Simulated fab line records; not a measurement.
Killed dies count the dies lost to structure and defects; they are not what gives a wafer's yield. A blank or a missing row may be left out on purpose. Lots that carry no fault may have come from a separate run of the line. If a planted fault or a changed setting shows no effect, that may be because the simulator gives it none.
fab line records	flow sky130
record lots=12	wafers=36	last_day=50
route steps=708 shown SONOS_TUNNEL@162 SONOS_ONO@181 GATE_OXIDE@197 PAD_OPEN@708
lots that met no fault: from a run of the same line without faults
start_h: start of the lot's first displayed wafer, in hours after the record's first day	wait_h: hours from the lot's prior step to this one	" as in the row above	L1.1+2: a single row standing in for several wafers	- no value, or no start was given	* or withheld: withheld	< > ~ a bound
route shown NAME@n: a module of which the file shows steps, and the number in the route of the first	usual: mean/standard deviation taken from wafers without a fault	same: alike in all rows	chamber/n: place in a boat	sites: the reading at each site	_std_site: the values' standard deviation	_edge_site: inner sites' mean taken away from outer sites' mean	radius_mm: how far each site lies from the wafer's centre	mask NAME#n: copy n	behind: tool/chamber where the wafer was last shaped	hold: what put the lot on hold/how long, in hours/how the hold closed	device: the n, p or np transistor that did not switch	end of line: tests of these same wafers at the route's end	a step with no rows: only its recipe	killed: dies lost to structure and defects at the first sort, not the wafer's yield	map: per-die view of a wafer (x killed, . not killed, _ where there is no die)
set.NAME: the setting as run; set.NAME@STEP: as run at that earlier step	model.NAME: the simulator's own value behind a step, which no gauge read
one table for each step of the route and one row for each wafer, over a sample of lots
services: a tool's chamber out of use, with start hour (start_h, from the record's first day; less than 0 if before it), hours out, and reason
## steps
# step SKY_SONOS_TUNNEL_OVL_MEAS_08
# usual SONOS_TUNNEL_OVL=1.0/1.5
lot.wafer	tool	chamber	start_h	wait_h	SONOS_TUNNEL_OVL[nm]
L762.2	overlay-02	-	242.34	0.1	2.3
L762.3	"	-	"	"	1.6
L762.5	"	-	"	"	0.7
L763.1	overlay-01	-	252.44	0.1	-0.5
L763.4	"	-	"	"	-0.3
L763.5	"	-	"	"	0.0
L766.2	overlay-02	-	286.70	0.1	3.1
L766.5	"	-	"	"	2.8
L766.6	"	-	"	"	1.1
L768.1	overlay-02	-	301.58	0.1	1.7
L768.3	"	-	"	"	2.3
L768.4	"	-	"	"	0.6
L769.2	overlay-01	-	307.79	0.1	0.4
L769.3	"	-	"	"	0.8
L769.5	"	-	"	"	1.3
L773.2	overlay-02	-	331.36	0.1	-0.5
L773.3	"	-	"	"	0.0
L773.5	"	-	"	"	2.4
L774.2	overlay-01	-	334.02	0.1	0.1
L774.3	"	-	"	"	0.6
L774.4	"	-	"	"	1.1
L775.2	overlay-01	-	342.44	0.1	0.4
L775.4	"	-	"	"	2.3
L775.5	"	-	"	"	1.4
L776.4	overlay-01	-	347.22	0.1	0.7
L776.5	"	-	"	"	0.4
L776.6	"	-	"	"	-0.4
L777.1	overlay-02	-	357.29	0.1	-3.5
L777.3	"	-	"	"	-2.6
L777.5	"	-	"	"	-3.1
L778.3	overlay-02	-	368.80	0.1	1.4
L778.4	"	-	"	"	2.0
L778.6	"	-	"	"	2.7
L784.3	overlay-01	-	414.70	0.1	1.9
L784.5	"	-	"	"	1.2
L784.6	"	-	"	"	2.1
# step SKY_SONOS_ONO_CD_MEAS_13
# recipe target_cd_nm=410
# usual cd_nm=410.1/2.5
lot.wafer	tool	chamber	start_h	wait_h	cd_nm
L762.2	cd_sem-02	-	271.44	0.1	409.5
L762.3	"	-	"	"	406.0
L762.5	"	-	"	"	406.2
L763.1	cd_sem-01	-	290.95	0.1	413.7
L763.4	"	-	"	"	409.9
L763.5	"	-	"	"	412.7
L766.2	cd_sem-02	-	331.78	0.7	407.8
L766.5	"	-	"	"	410.4
L766.6	"	-	"	"	408.4
L768.1	cd_sem-02	-	334.35	0.1	410.2
L768.3	"	-	"	"	409.9
L768.4	"	-	"	"	410.3
L769.2	cd_sem-02	-	343.79	0.1	410.5
L769.3	"	-	"	"	412.8
L769.5	"	-	"	"	412.4
L773.2	cd_sem-02	-	369.34	0.1	411.8
L773.3	"	-	"	"	411.7
L773.5	"	-	"	"	411.4
L774.2	cd_sem-01	-	369.97	0.1	407.7
L774.3	"	-	"	"	406.2
L774.4	"	-	"	"	408.8
L775.2	cd_sem-01	-	377.08	0.1	411.2
L775.4	"	-	"	"	412.6
L775.5	"	-	"	"	413.3
L776.4	cd_sem-01	-	387.58	0.1	412.9
L776.5	"	-	"	"	412.9
L776.6	"	-	"	"	409.7
L777.1	cd_sem-02	-	393.10	0.1	412.0
L777.3	"	-	"	"	416.0
L777.5	"	-	"	"	412.5
L778.3	cd_sem-02	-	401.95	0.1	415.8
L778.4	"	-	"	"	415.1
L778.6	"	-	"	"	417.2
L784.3	cd_sem-02	-	452.88	0.1	409.2
L784.5	"	-	"	"	407.5
L784.6	"	-	"	"	409.1
# step SKY_SONOS_ONO_ETCH_15
# recipe target_depth_nm=19.52	chemistry=CHF3/O2	source_w=600	bias_w=200	pressure_mtorr=40	chf3_flow_sccm=50	O2_flow_sccm=5	time_s=7.8
# usual O2_flow_sccm=5.002/0.016	drypump_motor_current_A=5.8/0.47	oes_product_au=0.998/0.01	throttle_valve_pct=8.825/0.0089
lot.wafer	tool	chamber	start_h	wait_h	O2_flow_sccm	drypump_motor_current_A	oes_product_au	rf_hours_counter_h	throttle_valve_pct
L762.2	rie_diel-02	3	271.58	0.0	4.982	5.1	1.003	19	8.818
L762.3	"	2	"	"	4.990	5.8	1.009	108	8.818
L762.5	"	2	"	"	5.007	5.8	0.995	-	8.850
L763.1	rie_diel-03	3	291.11	0.0	5.011	5.9	1.009	5	8.809
L763.4	"	0	"	"	5.006	5.7	0.990	109	8.823
L763.5	"	2	"	"	4.995	6.0	0.971	-	8.824
L766.2	rie_diel-01	3	331.92	0.0	4.996	5.1	0.991	17	8.829
L766.5	"	3	"	"	5.036	5.1	0.993	-	8.821
L766.6	"	2	"	"	5.012	5.9	0.998	-	8.809
L768.1	rie_diel-01	1	334.51	0.0	5.014	5.9	1.007	45	8.834
L768.3	"	0	"	"	5.023	6.5	1.004	25	8.829
L768.4	"	3	"	"	4.987	5.1	0.990	17	8.821
L769.2	rie_diel-02	1	343.93	0.0	5.005	5.3	0.999	83	8.819
L769.3	"	0	"	"	5.019	5.1	0.997	5	8.826
L769.5	"	1	"	"	4.992	5.3	0.994	-	8.828
L773.2	rie_diel-01	0	369.48	0.0	5.026	6.6	0.994	26	8.827
L773.3	"	2	"	"	5.011	5.9	0.994	106	8.814
L773.5	"	2	"	"	5.006	5.9	1.013	-	8.845
L774.2	rie_diel-03	1	370.11	0.0	5.007	6.3	1.025	99	8.829
L774.3	"	0	"	"	5.011	5.7	0.978	111	8.825
L774.4	"	3	"	"	5.031	5.9	1.009	6	8.815
L775.2	rie_diel-01	0	377.22	0.0	4.999	6.5	0.997	26	8.831
L775.4	"	3	"	"	4.971	5.1	0.989	18	8.821
L775.5	"	2	"	"	4.997	5.9	0.990	-	8.829
L776.4	rie_diel-01	2	387.68	0.0	4.999	5.9	1.009	106	8.829
L776.5	"	3	"	"	5.032	5.1	0.991	-	8.815
L776.6	"	2	"	"	4.994	5.9	1.000	-	8.825
L777.1	rie_diel-02	0	393.26	0.0	4.999	5.1	0.996	6	8.820
L777.3	"	1	"	"	4.996	5.3	1.000	83	8.829
L777.5	"	1	"	"	4.979	5.3	1.005	-	8.828
L778.3	rie_diel-01	3	402.07	0.0	5.000	5.1	0.989	18	8.831
L778.4	"	1	"	"	4.990	5.9	1.012	46	8.848
L778.6	"	3	"	"	5.010	5.1	0.994	-	8.812
L784.3	rie_diel-03	3	453.00	0.0	4.996	5.9	1.012	8	8.829
L784.5	"	0	"	"	5.001	5.7	1.009	-	8.819
L784.6	"	1	"	"	5.005	6.3	1.010	-	8.839
# step SKY_SONOS_ONO_STRIP_17
# recipe chemistry=O2/N2	power_w=1400	pressure_mtorr=1500	platen_temp_c=withheld	o2_flow_sccm=3000	n2_flow_sccm=300	overash_fraction=0.5
# usual drypump_motor_current_A=5.8/0.45	oes_product_au=0.710/0.0047	strip_time_to_endpoint_s=14.11/0.049
lot.wafer	tool	chamber	start_h	wait_h	drypump_motor_current_A	oes_product_au	rf_hours_counter_h	strip_time_to_endpoint_s
L762.2	plasma_asher-01	0	271.72	0.0	6.0	0.708	16	14.08
L762.3	"	0	"	"	6.0	0.712	-	14.07
L762.5	"	0	"	"	6.0	0.718	-	14.08
L763.1	plasma_asher-03	1	291.21	0.0	5.8	0.707	57	14.17
L763.4	"	0	"	"	6.2	0.711	-	14.12
L763.5	"	0	"	"	6.2	0.706	-	14.17
L766.2	plasma_asher-04	1	332.02	0.0	5.0	0.710	51	14.05
L766.5	"	0	"	"	6.7	0.716	-	14.05
L766.6	"	1	"	"	5.0	0.709	-	14.07
L768.1	plasma_asher-01	0	334.61	0.0	6.0	0.712	22	14.04
L768.3	"	1	"	"	5.3	0.712	-	14.09
L768.4	"	0	"	"	6.0	0.705	-	14.07
L769.2	plasma_asher-01	1	344.04	0.0	5.3	0.711	23	14.17
L769.3	"	1	"	"	5.3	0.714	-	14.13
L769.5	"	1	"	"	5.3	0.717	-	14.18
L773.2	plasma_asher-03	1	369.59	0.0	5.8	0.711	66	14.10
L773.3	"	0	"	"	6.1	0.706	-	14.12
L773.5	"	1	"	"	5.7	0.707	-	14.15
L774.2	plasma_asher-01	1	370.21	0.0	5.4	0.708	26	14.07
L774.3	"	0	"	"	6.0	0.708	-	14.06
L774.4	"	1	"	"	5.4	0.712	-	14.03
L775.2	plasma_asher-01	1	377.33	0.0	5.3	0.721	27	14.07
L775.4	"	0	"	"	6.0	0.711	-	14.25
L775.5	"	1	"	"	5.3	0.709	-	14.27
L776.4	plasma_asher-01	1	387.82	0.0	5.3	0.709	-	14.23
L776.5	"	0	"	"	6.0	0.712	-	14.30
L776.6	"	1	"	"	5.3	0.714	-	14.09
L777.1	plasma_asher-04	1	393.36	0.0	5.0	0.708	54	14.10
L777.3	"	1	"	"	5.0	0.719	-	14.12
L777.5	"	1	"	"	5.0	0.709	-	14.14
L778.3	plasma_asher-01	0	402.22	0.0	6.0	0.717	-	14.17
L778.4	"	1	"	"	5.3	0.710	-	14.38
L778.6	"	0	"	"	6.0	0.708	-	14.19
L784.3	plasma_asher-01	1	453.14	0.0	5.3	0.700	-	14.11
L784.5	"	0	"	"	6.0	0.703	-	14.09
L784.6	"	1	"	"	5.3	0.713	-	14.04
# step SKY_GATE_OXIDE_OVL_MEAS_10
# usual GATE_OXIDE_OVL=0.8/1.1
lot.wafer	tool	chamber	start_h	wait_h	GATE_OXIDE_OVL[nm]
L762.2	overlay-02	-	298.38	0.1	2.6
L762.3	"	-	"	"	-0.2
L762.5	"	-	"	"	2.1
L763.1	overlay-02	-	318.11	0.1	-1.1
L763.4	"	-	"	"	1.3
L763.5	"	-	"	"	0.5
L766.2	overlay-01	-	365.88	0.1	0.5
L766.5	"	-	"	"	1.2
L766.6	"	-	"	"	-1.4
L768.1	overlay-01	-	366.17	0.1	0.0
L768.3	"	-	"	"	0.0
L768.4	"	-	"	"	-0.2
L769.2	overlay-02	-	374.46	0.1	-0.4
L769.3	"	-	"	"	-0.4
L769.5	"	-	"	"	0.0
L774.2	overlay-01	-	401.02	0.1	1.9
L774.3	"	-	"	"	1.1
L774.4	"	-	"	"	2.0
L773.2	overlay-02	-	401.06	0.1	1.8
L773.3	"	-	"	"	3.0
L773.5	"	-	"	"	1.9
L775.2	overlay-01	-	408.03	0.1	0.8
L775.4	"	-	"	"	0.8
L775.5	"	-	"	"	1.1
L776.4	overlay-02	-	418.77	0.1	1.1
L776.5	"	-	"	"	0.6
L776.6	"	-	"	"	2.2
L777.1	overlay-01	-	423.50	0.1	1.4
L777.3	"	-	"	"	0.5
L777.5	"	-	"	"	1.3
L778.3	overlay-01	-	434.88	0.1	0.0
L778.4	"	-	"	"	1.8
L778.6	"	-	"	"	0.9
L784.3	overlay-02	-	486.31	0.1	1.1
L784.5	"	-	"	"	-1.2
L784.6	"	-	"	"	2.0
# step SKY_PAD_OPEN_PROBE_99
# usual killed_at_M0_to_M3=42/6.1	killed_at_M4_up=3.3/1.7	killed_at_contacts=25/5.4	killed_at_front_end=16/4.6	killed_at_other=0.4/0.55	killed_dies=87/8.8	killed_on_rim=18/3.6	killed_open=47/7.1	killed_short=40/5.8
# same gross_dies=492	killed_at_back_side=0
lot.wafer	tool	chamber	start_h	wait_h	killed_at_M0_to_M3	killed_at_M4_up	killed_at_contacts	killed_at_front_end	killed_at_other	killed_dies	killed_on_rim	killed_open	killed_short
L762.2	prober-02	-	1067.29	0.1	48	3	23	20	0	94	22	52	42
L762.3	prober-02	-	1067.34	0.2	27	4	25	11	1	68	21	29	39
L762.5	prober-02	-	1067.44	0.2	41	6	20	18	1	86	16	48	38
L763.1	prober-02	-	1073.11	0.1	48	7	29	22	0	106	23	54	52
L763.4	prober-02	-	1073.26	0.2	45	5	29	13	0	92	25	49	43
L763.5	prober-02	-	1073.31	0.2	46	5	29	15	1	96	18	50	46
L766.2	prober-02	-	1110.67	0.1	46	4	22	20	1	93	17	51	42
L766.5	prober-02	-	1110.82	0.2	42	2	20	16	0	80	13	41	39
L766.6	prober-02	-	1110.87	0.2	53	2	19	23	1	98	22	52	46
L768.1	prober-02	-	1115.89	0.1	36	5	26	14	1	82	15	37	45
L768.3	prober-02	-	1115.99	0.2	47	2	36	18	0	103	16	51	52
L768.4	prober-02	-	1116.04	0.2	41	7	24	15	1	88	20	49	37
L769.2	prober-02	-	1121.53	0.1	33	5	33	18	1	90	17	48	42
L769.3	prober-02	-	1121.58	0.2	50	5	24	17	1	97	20	53	44
L769.5	prober-02	-	1121.68	0.2	50	4	33	12	1	100	25	58	42
L773.2	prober-02	-	1138.60	0.1	41	2	33	10	1	87	14	51	35
L773.3	prober-02	-	1138.65	0.2	43	4	26	19	0	92	15	48	44
L773.5	prober-02	-	1138.75	0.2	41	6	24	13	1	85	18	47	38
L774.2	prober-02	-	1138.90	0.2	54	2	24	12	0	92	23	61	31
L774.3	prober-02	-	1138.95	0.3	32	2	20	25	0	79	16	40	39
L774.4	prober-02	-	1139.00	0.3	45	3	19	17	0	84	13	43	41
L775.2	prober-01	-	1142.34	0.1	43	3	27	17	1	91	15	50	41
L775.4	prober-01	-	1142.44	0.2	36	3	23	13	1	76	17	38	38
L775.5	prober-01	-	1142.49	0.2	37	3	28	17	0	85	16	43	42
L776.4	prober-02	-	1150.01	0.2	45	2	33	10	0	90	24	56	33
L776.5	prober-02	-	1150.06	0.2	40	4	25	9	0	78	16	49	29
L776.6	prober-02	-	1150.11	0.2	34	6	29	13	2	84	16	43	41
L777.1	prober-01	-	1152.94	0.1	48	2	16	15	1	82	13	35	47
L777.3	prober-01	-	1153.04	0.2	39	2	28	16	0	85	14	45	39
L777.5	prober-01	-	1153.14	0.2	44	2	31	10	0	87	18	55	32
L778.3	prober-01	-	1156.51	0.2	35	3	24	14	1	77	16	37	39
L778.4	prober-01	-	1156.56	0.2	46	2	28	11	0	87	19	55	32
L778.6	prober-01	-	1156.66	0.2	42	0	23	24	0	89	12	53	35
L784.3	prober-02	-	1190.05	0.2	36	5	13	22	1	77	9	39	38
L784.5	prober-02	-	1190.15	0.2	39	1	29	16	0	85	12	45	40
L784.6	prober-02	-	1190.20	0.2	50	3	26	19	1	99	25	48	51
# killed by level:class
L762.2 FIELD_ISO:geometric_particle:open=10 VIA1:geometric_particle:open=8 VIA2:geometric_particle:open=8 CONTACT:geometric_particle:open=7 METAL1:geometric_particle:short=7 VIA1:geometric_particle:short=7 VIA3:geometric_particle:open=7 FIELD_ISO:geometric_particle:short=6
L762.3 CONTACT:geometric_particle:open=8 METAL2:geometric_particle:short=6 FIELD_ISO:geometric_particle:open=5 LOCAL_INTERCONNECT:geometric_particle:short=5 FIELD_ISO:geometric_particle:short=4 LI_CONTACT:geometric_particle:short=4 LI_CONTACT:geometric_particle:open=4 CONTACT:geometric_particle:short=4
L762.5 VIA1:geometric_particle:open=12 CONTACT:geometric_particle:open=10 FIELD_ISO:geometric_particle:open=7 METAL1:geometric_particle:open=5 METAL1:geometric_particle:short=4 FIELD_ISO:geometric_particle:short=4 LI_CONTACT:geometric_particle:short=4 METAL4:geometric_particle:short=4
L763.1 VIA1:geometric_particle:open=14 CONTACT:geometric_particle:short=8 CONTACT:geometric_particle:open=8 POLY_GATE:geometric_particle:open=7 LI_CONTACT:geometric_particle:open=7 VIA2:geometric_particle:open=6 POLY_GATE:geometric_particle:short=5 VIA1:geometric_particle:short=5
L763.4 CONTACT:geometric_particle:open=11 VIA1:geometric_particle:open=9 VIA3:geometric_particle:open=8 FIELD_ISO:geometric_particle:open=6 METAL3:geometric_particle:short=6 LI_CONTACT:geometric_particle:open=5 LOCAL_INTERCONNECT:geometric_particle:short=5 VIA1:geometric_particle:short=5
L763.5 LI_CONTACT:geometric_particle:open=8 CONTACT:geometric_particle:open=8 VIA1:geometric_particle:open=8 VIA3:geometric_particle:open=7 VIA1:geometric_particle:short=7 VIA2:geometric_particle:open=7 LOCAL_INTERCONNECT:geometric_particle:short=6 POLY_GATE:geometric_particle:short=5
L766.2 VIA1:geometric_particle:open=8 LI_CONTACT:geometric_particle:open=8 CONTACT:geometric_particle:open=7 VIA3:geometric_particle:open=6 POLY_GATE:geometric_particle:short=5 LI_CONTACT:geometric_particle:short=5 METAL1:geometric_particle:short=5 METAL2:geometric_particle:short=5
L766.5 CONTACT:geometric_particle:open=6 VIA1:geometric_particle:open=6 METAL2:geometric_particle:short=6 VIA2:geometric_particle:open=6 LI_CONTACT:geometric_particle:open=5 METAL1:geometric_particle:short=5 VIA1:geometric_particle:short=5 FIELD_ISO:geometric_particle:open=4
L766.6 VIA1:geometric_particle:open=11 POLY_GATE:geometric_particle:short=10 METAL2:geometric_particle:short=7 LI_CONTACT:geometric_particle:open=7 CONTACT:geometric_particle:open=7 VIA3:geometric_particle:open=7 VIA2:geometric_particle:open=7 VIA1:geometric_particle:short=6
L768.1 CONTACT:geometric_particle:open=9 CONTACT:geometric_particle:short=6 VIA1:geometric_particle:short=6 POLY_GATE:geometric_particle:short=5 LI_CONTACT:geometric_particle:open=5 METAL2:geometric_particle:short=5 VIA2:geometric_particle:open=5 FIELD_ISO:geometric_particle:short=4
L768.3 LOCAL_INTERCONNECT:geometric_particle:short=13 VIA1:geometric_particle:open=9 LI_CONTACT:geometric_particle:open=8 VIA3:geometric_particle:open=7 CONTACT:geometric_particle:open=7 VIA2:geometric_particle:open=6 METAL1:geometric_particle:short=5 METAL3:geometric_particle:short=5
L768.4 CONTACT:geometric_particle:open=11 VIA3:geometric_particle:open=9 VIA2:geometric_particle:open=7 VIA1:geometric_particle:short=6 VIA1:geometric_particle:open=6 METAL4:geometric_particle:short=6 FIELD_ISO:geometric_particle:short=4 POLY_GATE:geometric_particle:open=4
L769.2 VIA2:geometric_particle:open=9 LI_CONTACT:geometric_particle:open=8 LOCAL_INTERCONNECT:geometric_particle:short=8 POLY_GATE:geometric_particle:short=7 CONTACT:geometric_particle:short=7 CONTACT:geometric_particle:open=7 VIA1:geometric_particle:open=6 VIA3:geometric_particle:open=6
L769.3 CONTACT:geometric_particle:open=12 VIA2:geometric_particle:open=11 FIELD_ISO:geometric_particle:open=7 LI_CONTACT:geometric_particle:open=7 VIA1:geometric_particle:short=7 VIA1:geometric_particle:open=7 METAL1:geometric_particle:short=6 VIA3:geometric_particle:short=6
L769.5 CONTACT:geometric_particle:open=13 VIA2:geometric_particle:open=11 LI_CONTACT:geometric_particle:open=10 VIA1:geometric_particle:open=9 LOCAL_INTERCONNECT:geometric_particle:short=7 METAL2:geometric_particle:short=7 VIA1:geometric_particle:short=7 METAL1:geometric_particle:short=5
L773.2 LI_CONTACT:geometric_particle:open=16 METAL1:geometric_particle:short=10 VIA2:geometric_particle:open=8 CONTACT:geometric_particle:open=7 VIA3:geometric_particle:open=6 VIA1:geometric_particle:open=5 METAL2:geometric_particle:short=5 LOCAL_INTERCONNECT:geometric_particle:short=4
L773.3 VIA1:geometric_particle:open=10 METAL1:geometric_particle:short=9 CONTACT:geometric_particle:open=8 FIELD_ISO:geometric_particle:open=7 VIA2:geometric_particle:open=6 CONTACT:geometric_particle:short=6 LI_CONTACT:geometric_particle:open=5 METAL2:geometric_particle:short=5
L773.5 CONTACT:geometric_particle:open=10 VIA1:geometric_particle:open=9 METAL2:geometric_particle:short=7 LI_CONTACT:geometric_particle:open=6 VIA3:geometric_particle:short=6 POLY_GATE:geometric_particle:open=5 METAL1:geometric_particle:short=5 FIELD_ISO:geometric_particle:short=4
L774.2 VIA1:geometric_particle:open=13 VIA2:geometric_particle:open=10 VIA3:geometric_particle:open=9 LI_CONTACT:geometric_particle:open=8 CONTACT:geometric_particle:open=8 METAL1:geometric_particle:short=6 VIA1:geometric_particle:short=6 FIELD_ISO:geometric_particle:open=5
L774.3 CONTACT:geometric_particle:open=7 VIA1:geometric_particle:open=7 FIELD_ISO:geometric_particle:short=6 POLY_GATE:geometric_particle:short=6 LI_CONTACT:geometric_particle:open=6 VIA3:geometric_particle:short=6 VIA2:geometric_particle:open=5 SPACER:geometric_particle:short=4
L774.4 VIA1:geometric_particle:open=15 VIA1:geometric_particle:short=8 CONTACT:geometric_particle:open=7 POLY_GATE:geometric_particle:short=5 CONTACT:geometric_particle:short=5 VIA3:geometric_particle:open=5 VIA2:geometric_particle:open=4 FIELD_ISO:geometric_particle:open=3
L775.2 VIA1:geometric_particle:open=12 VIA3:geometric_particle:open=10 LI_CONTACT:geometric_particle:open=7 POLY_GATE:geometric_particle:short=6 LOCAL_INTERCONNECT:geometric_particle:short=6 CONTACT:geometric_particle:open=6 VIA2:geometric_particle:open=5 FIELD_ISO:geometric_particle:short=4
L775.4 CONTACT:geometric_particle:short=8 VIA1:geometric_particle:open=8 LI_CONTACT:geometric_particle:open=8 METAL1:geometric_particle:short=8 FIELD_ISO:geometric_particle:short=4 CONTACT:geometric_particle:open=4 VIA2:geometric_particle:open=4 VIA3:geometric_particle:open=3
L775.5 VIA1:geometric_particle:open=9 CONTACT:geometric_particle:open=9 LI_CONTACT:geometric_particle:short=6 FIELD_ISO:geometric_particle:short=5 CONTACT:geometric_particle:short=5 VIA2:geometric_particle:open=5 VIA3:geometric_particle:open=5 LI_CONTACT:geometric_particle:open=4
L776.4 CONTACT:geometric_particle:open=14 VIA1:geometric_particle:open=12 VIA2:geometric_particle:open=9 LI_CONTACT:geometric_particle:open=7 LOCAL_INTERCONNECT:geometric_particle:short=5 METAL3:geometric_particle:short=4 METAL1:geometric_particle:short=4 VIA3:geometric_particle:short=4
L776.5 LI_CONTACT:geometric_particle:open=10 VIA3:geometric_particle:open=8 VIA1:geometric_particle:open=8 CONTACT:geometric_particle:open=6 VIA2:geometric_particle:open=4 LOCAL_INTERCONNECT:geometric_particle:short=4 METAL1:geometric_particle:short=4 METAL2:geometric_particle:short=4
L776.6 LI_CONTACT:geometric_particle:open=10 CONTACT:geometric_particle:open=8 LOCAL_INTERCONNECT:geometric_particle:short=7 VIA1:geometric_particle:open=7 METAL4:geometric_particle:short=6 METAL1:geometric_particle:short=5 METAL2:geometric_particle:short=4 VIA2:geometric_particle:open=4
L777.1 METAL1:geometric_particle:short=9 VIA1:geometric_particle:open=8 METAL2:geometric_particle:short=7 POLY_GATE:geometric_particle:open=6 CONTACT:geometric_particle:short=6 LI_CONTACT:geometric_particle:open=5 METAL3:geometric_particle:short=5 VIA1:geometric_particle:short=4
L777.3 LI_CONTACT:geometric_particle:open=9 VIA1:geometric_particle:open=7 VIA2:geometric_particle:open=7 LOCAL_INTERCONNECT:geometric_particle:short=6 CONTACT:geometric_particle:open=6 METAL2:geometric_particle:short=6 POLY_GATE:geometric_particle:open=5 VIA1:geometric_particle:short=4
L777.5 LI_CONTACT:geometric_particle:open=11 CONTACT:geometric_particle:open=10 VIA1:geometric_particle:open=9 METAL2:geometric_particle:short=6 VIA2:geometric_particle:open=6 VIA3:geometric_particle:open=6 METAL2:geometric_particle:open=5 VIA2:geometric_particle:short=5
L778.3 CONTACT:geometric_particle:short=7 CONTACT:geometric_particle:open=7 LI_CONTACT:geometric_particle:open=6 VIA1:geometric_particle:short=6 METAL2:geometric_particle:short=6 VIA2:geometric_particle:open=6 METAL1:geometric_particle:short=5 VIA1:geometric_particle:open=5
L778.4 VIA1:geometric_particle:open=12 CONTACT:geometric_particle:open=10 LI_CONTACT:geometric_particle:open=8 FIELD_ISO:geometric_particle:open=6 VIA2:geometric_particle:open=6 LOCAL_INTERCONNECT:geometric_particle:short=4 VIA1:geometric_particle:short=4 METAL1:geometric_particle:short=4
L778.6 CONTACT:geometric_particle:open=9 METAL1:geometric_particle:short=9 VIA2:geometric_particle:open=9 FIELD_ISO:geometric_particle:open=6 VIA1:geometric_particle:open=6 FIELD_ISO:geometric_particle:short=5 VIA3:geometric_particle:open=5 POLY_GATE:geometric_particle:open=4
L784.3 VIA1:geometric_particle:open=8 POLY_GATE:geometric_particle:open=6 VIA2:geometric_particle:open=6 FIELD_ISO:geometric_particle:open=5 CONTACT:geometric_particle:open=5 METAL2:geometric_particle:short=5 CONTACT:geometric_particle:short=5 VIA2:geometric_particle:short=5
L784.5 VIA1:geometric_particle:open=9 CONTACT:geometric_particle:open=7 METAL2:geometric_particle:short=7 VIA2:geometric_particle:open=7 LI_CONTACT:geometric_particle:open=6 LOCAL_INTERCONNECT:geometric_particle:short=6 FIELD_ISO:geometric_particle:short=5 FIELD_ISO:geometric_particle:open=4
L784.6 CONTACT:geometric_particle:open=11 VIA2:geometric_particle:open=7 METAL2:geometric_particle:short=7 CONTACT:geometric_particle:short=6 METAL1:geometric_particle:short=6 VIA1:geometric_particle:short=6 VIA3:geometric_particle:open=6 METAL3:geometric_particle:short=5
## services
tool	chamber	start_h	hours	kind
plasma_asher-01	-	260.79	1.0	repair
rie_diel-03	0	265.23	2.5	repair
rie_diel-03	3	279.91	4.3	repair
rie_diel-01	2	294.30	2.4	repair
rie_diel-01	-	298.72	0.2	repair
rie_diel-02	-	309.08	2.8	pm
plasma_asher-01	-	310.17	1.4	repair
rie_diel-01	3	317.99	2.9	repair
plasma_asher-03	-	339.92	1.3	repair
rie_diel-01	-	343.51	4.0	pm
plasma_asher-04	-	351.18	33.7	pm
plasma_asher-01	-	357.12	2.0	repair
rie_diel-02	-	360.76	28.1	pm
plasma_asher-01	-	365.28	0.6	repair
plasma_asher-04	-	384.89	2.8	pm
plasma_asher-03	-	387.40	5.2	repair
rie_diel-02	2	390.85	-	clean
plasma_asher-04	-	399.54	3.2	repair
rie_diel-02	3	405.71	5.5	repair
rie_diel-01	2	412.24	-	clean
rie_diel-01	2	412.24	16.8	scheduled_down
rie_diel-01	2	412.24	16.8	vent_cycle
rie_diel-02	2	417.52	7.1	repair
plasma_asher-04	-	418.83	3.3	repair
## key
first_sign step=SKY_SONOS_ONO_STRIP_17	reading=strip_time_to_endpoint_s	direction=up	sigmas=3.7	usual=*	struck=*
effect none on later readings
met_at SKY_SONOS_ONO_ETCH_15
struck_lots L775,L776,L778
struck_wafers L775.4,L775.5,L776.4,L776.5,L778.4
tester_left_out L775,L776,L778
not_acting_at SKY_SONOS_TUNNEL_OVL_MEAS_08,SKY_SONOS_ONO_CD_MEAS_13,SKY_GATE_OXIDE_OVL_MEAS_10
onset_between 369.48 377.22
fault kind=process_parameter_drift	tool=rie_diel-01	chamber=-	onset_h=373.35	steps=SKY_SONOS_ONO_ETCH_15	channel=time_s	offset=*	shape=step	end_h=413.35	scope=struck_wafers_only	acts_in=*	stated=*
# tester_left_out: of these lots the tester's yield and bins aren't shown, on N5 and GAA mostly nor the transistor test; their killed dies are dies lost to structure and defects alone, not to doping, threshold or leakage, so they don't give the yield
